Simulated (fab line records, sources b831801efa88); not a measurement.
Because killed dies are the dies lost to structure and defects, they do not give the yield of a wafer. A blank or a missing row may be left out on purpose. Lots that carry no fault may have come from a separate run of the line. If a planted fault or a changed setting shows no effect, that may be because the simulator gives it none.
What tool caused it? + flow sky130 + 6 lots with 18 wafers sampled at 2 steps, on a route of 708 steps

## WHAT THE GAUGES SHOWED, per wafer
SKY_NWELL_TW_MEAS_26.
| lot  | measured     | on           | NWELL_2_TW  |
|------|--------------|--------------|-------------|
| L373 | day 5 13:42  | filmMetro-04 | 491 493 490 |
| L376 | day 6 06:13  | filmMetro-04 | 493 495 493 |
| L382 | day 7 16:35  | filmMetro-01 | 498 498 498 |
| L385 | day 8 12:37  | filmMetro-03 | 523 526 524 |
| L387 | day 9 01:00  | filmMetro-03 | 522 526 521 |
| L394 | day 11 00:08 | filmMetro-04 | 495 494 489 |

## TOOL THAT RAN EACH LOT (tool first, then ch and the chambers of the sampled wafers, then the start)
| lot  | SKY_NWELL_IMPLANT_24            |
|------|---------------------------------|
| L373 | implanter-01 ch 0, day 5 13:28  |
| L376 | implanter-04 ch 0, day 6 05:58  |
| L382 | implanter-02 ch 0, day 7 16:19  |
| L385 | implanter-04 ch 0, day 8 12:22  |
| L387 | implanter-04 ch 0, day 9 00:45  |
| L394 | implanter-01 ch 0, day 10 23:55 |
- SKY_NWELL_IMPLANT_24

## THE ANSWER, worked out from the rows above alone
Rule: usual is defined by the lots themselves. Put in order of their means at a reading, lots are off if they are a third of the lots or fewer, leave a main group of 4 or more, and stand apart from it by a gap of 3 or more times the standard deviation of the main group's means; of several such gaps the widest counts. If all means in a main group match to the digits the tables above print for the reading, that group is not used. A lot without any number at a reading at which 4 lots or more have one is off too. Any other lot the step has rows for is counted as sound.
Off: at SKY_NWELL_TW_MEAS_26 (NWELL_2_TW), L385, L387. The main group: mean 494, standard deviation 2.5.
A tool fits if, at a process step before that reading, it ran every lot that is off, and no sound lot after the first of them. The gauges at SKY_NWELL_TW_MEAS_26 are tried like those tools. This does not decide it: 2 tools fit, namely implanter-04 at SKY_NWELL_IMPLANT_24 and filmMetro-03 at SKY_NWELL_TW_MEAS_26.

## WHAT HAD BEEN PUT IN BY THE SIMULATOR
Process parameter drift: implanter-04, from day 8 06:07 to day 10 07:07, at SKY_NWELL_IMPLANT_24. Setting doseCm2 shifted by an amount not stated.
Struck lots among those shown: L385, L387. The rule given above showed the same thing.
